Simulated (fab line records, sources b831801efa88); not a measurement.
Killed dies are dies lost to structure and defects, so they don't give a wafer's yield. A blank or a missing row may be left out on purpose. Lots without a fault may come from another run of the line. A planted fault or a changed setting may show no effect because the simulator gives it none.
Which tool did it? | flow sky130 | 12 lots, 36 wafers sampled, at 3 steps of a route of 708

WHAT THE GAUGES READ, wafer by wafer
SKY_CAPM_OVL_MEAS_12.
lot  | measured     | on         | CAPM_OVL (nm)
L075 | day 38 14:49 | overlay-01 | 1.6 1.4 1.6
L077 | day 39 01:46 | overlay-02 | 0.9 -0.2 2.0
L079 | day 39 08:14 | overlay-01 | -0.1 0.8 1.1
L081 | day 39 22:08 | overlay-02 | 0.7 1.8 1.5
L083 | day 40 14:10 | overlay-02 | 3.1 3.0 2.1
L085 | day 40 23:54 | overlay-01 | 0.0 -0.6 0.5
L088 | day 41 19:06 | overlay-01 | 0.5 1.5 0.8
L089 | day 42 03:19 | overlay-02 | 2.2 0.4 0.2
L090 | day 42 20:13 | overlay-01 | -0.7 -1.3 -0.5
L093 | day 43 05:25 | overlay-01 | -1.7 0.7 -0.6
L095 | day 43 22:40 | overlay-01 | 0.9 -0.5 0.7
L097 | day 44 04:42 | overlay-02 | -1.9 -2.2 -3.3

WHICH TOOL RAN EACH LOT (tool, then ch and the chambers of the sampled wafers, then the start)
lot  | SKY_METAL2_SPUTTER_04        | SKY_VIA2_CMP_02
L075 | pvd_sputter-03, day 35 03:37 | cmp-02 ch 0,2,3, day 36 07:46
L077 | pvd_sputter-02, day 35 16:16 | cmp-01 ch 2,3, day 36 19:41
L079 | pvd_sputter-03, day 35 22:56 | cmp-01 ch 0,1,2, day 37 02:20
L081 | pvd_sputter-02, day 36 13:32 | cmp-02 ch 1,2,3, day 37 17:42
L083 | pvd_sputter-02, day 37 07:58 | cmp-01 ch 0,1,2, day 38 10:59
L085 | pvd_sputter-02, day 37 18:32 | cmp-02 ch 0,1,2, day 38 20:55
L088 | pvd_sputter-01, day 38 14:26 | cmp-02 ch 0,1,3, day 39 16:48
L089 | pvd_sputter-03, day 38 22:50 | cmp-01 ch 0,2, day 40 01:04
L090 | pvd_sputter-01, day 39 10:28 | cmp-01 ch 1,2, day 40 12:18
L093 | pvd_sputter-02, day 40 03:28 | cmp-01 ch 1,3, day 41 04:50
L095 | pvd_sputter-03, day 40 21:27 | cmp-01 ch 0,2,3, day 41 22:27
L097 | pvd_sputter-03, day 41 02:55 | cmp-01 ch 1,2, day 42 04:10
- SKY_METAL2_SPUTTER_04: material TiN, target thk 70 nm, time 58.3 s.
- SKY_VIA2_CMP_02: polishes SiO2.

THE ANSWER, worked out from the rows above alone
Rule: what is usual is taken from the lots themselves. Put in order of their means at a reading, lots are off if they are a third of the lots or fewer, leave a main group of 4 or more, and stand apart from it by a gap of 3 or more times the standard deviation of the main group's means; of several such gaps the widest counts. A main group whose means are all the same, to the digits that the tables above print for the reading, isn't used. A lot without any number at a reading at which 4 lots or more have one is off too. The other lots that the step has rows for count as sound.
No lot is off at any reading shown: from this, nothing can be told.

WHAT THE SIMULATOR HAD PUT IN
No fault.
